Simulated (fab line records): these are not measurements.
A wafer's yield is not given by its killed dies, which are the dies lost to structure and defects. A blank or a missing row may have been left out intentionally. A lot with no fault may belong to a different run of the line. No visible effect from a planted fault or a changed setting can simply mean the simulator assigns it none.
Problem report in the 8D (eight disciplines) form, filled by code :: flow gf180mcu :: the parts of the form that need people (team, actions taken, sign-off) are left out

== 1. WHAT IS WRONG ==
Mean of cd nm at GF_HV_LDD_CD_MEAS_46: 367.8 nm across 6 wafers in 2 lots; on wafers with no fault it is 400.7 nm (standard deviation 2.5). Measured from the usual mean, that is -13 standard deviations.
The step: target cd 400 nm.
Seen first at day 17 00:02 on cd sem-01, wafer L286.1. Wafers with a number at this step in the record: 39, from 13 lots. The rule behind "out" and "out of limits": a value lying over 4 standard deviations away from the usual mean. The other wafers with a number count as sound.

== 2. WHAT IT IS, AND WHAT IT ISN'T ==
question: which readings at this step
is: cd nm
is not: -

question: which lots
is: L286, L288
is not: L272, L275, L276, L277, L278, L279, L280, L282, L292, L293, L294

question: which wafers of those lots
is: all that have a number
is not: -

question: read on which gauges
is: cd sem-01
is not: cd sem-02

question: when
is: from day 17 00:02
is not: up to then (24 sound wafers); but 9 sound wafers of L292, L293, L294 came after

== 3. WHAT RULES OUT EACH SUSPECT ==
Counting: a tool stays on the suspect list if, at a process step up to the reading, it processed all lots that are out and no sound lot following the first of them.
- the gauge at GF_HV_LDD_CD_MEAS_46 has been ruled out. All the wafers that are out were read on cd sem-01, but those of them that GF_HV_LDD_EXPOSE_43 has rows for are out there too, on other tools.
- iline stepper-02 at GF_HV_LDD_EXPOSE_43 (exposes mask Pplus HV AREA, target cd 400 nm): kept. All lots that are out passed through it, beginning with L286 at day 16 13:37, and no sound lot followed; its final sound lot before that point was L282 at day 15 07:04. On those wafers its own readings are out: exposure dose mJ cm2.
After counting, what remains is iline stepper-02 at GF_HV_LDD_EXPOSE_43.

== 4. THE CAUSE (what the simulator had put in) ==
Drift in process parameters on iline stepper-02 at GF_HV_LDD_EXPOSE_43, starting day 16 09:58. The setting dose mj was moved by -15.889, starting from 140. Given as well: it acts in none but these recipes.
After counting, this tool was the only one left.

== 5. THE CHAIN OF EFFECTS, in route order ==
Each row: a reading whose mean over the struck wafers that have a number lies more than 3 standard deviations from the usual. Only readings for which the record gives a usual standard deviation are gone through. hours: the time from each lot's start at the first step in this table that gives one to its start at this step, as a median over the lots. sigmas: the change in usual standard deviations.
hours: 0
step: GF_HV_LDD_EXPOSE_43
reading: exposure dose mJ cm2
usual: 140.00
on struck wafers: 124.09
change: -15.91
sigmas: -99 or more

hours: 11
step: GF_HV_LDD_CD_MEAS_46
reading: cd nm
usual: 400.7 nm
on struck wafers: 367.8
change: -32.9
sigmas: -13
Here are the process steps it includes:
- GF_HV_LDD_EXPOSE_43: exposes mask Pplus HV AREA, target cd 400 nm.

== 6. HOW IT WOULD HAVE BEEN CAUGHT EARLIER ==
Counted from the fault's start at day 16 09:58, it took 14 hours until the first out-of-limits reading at a measuring or inspecting step in this record, taken at day 17 00:02.
At GF_HV_LDD_EXPOSE_43, the tool's own readings (exposure dose mJ cm2) were out on each struck wafer the step has a row for, so an alarm limit on them would have fired on the first such wafer.
Of the lots that are out (2), L288 began GF_HV_LDD_EXPOSE_43 on iline stepper-02 after day 17 00:02. A tool hold placed at that time would have kept it from harm.
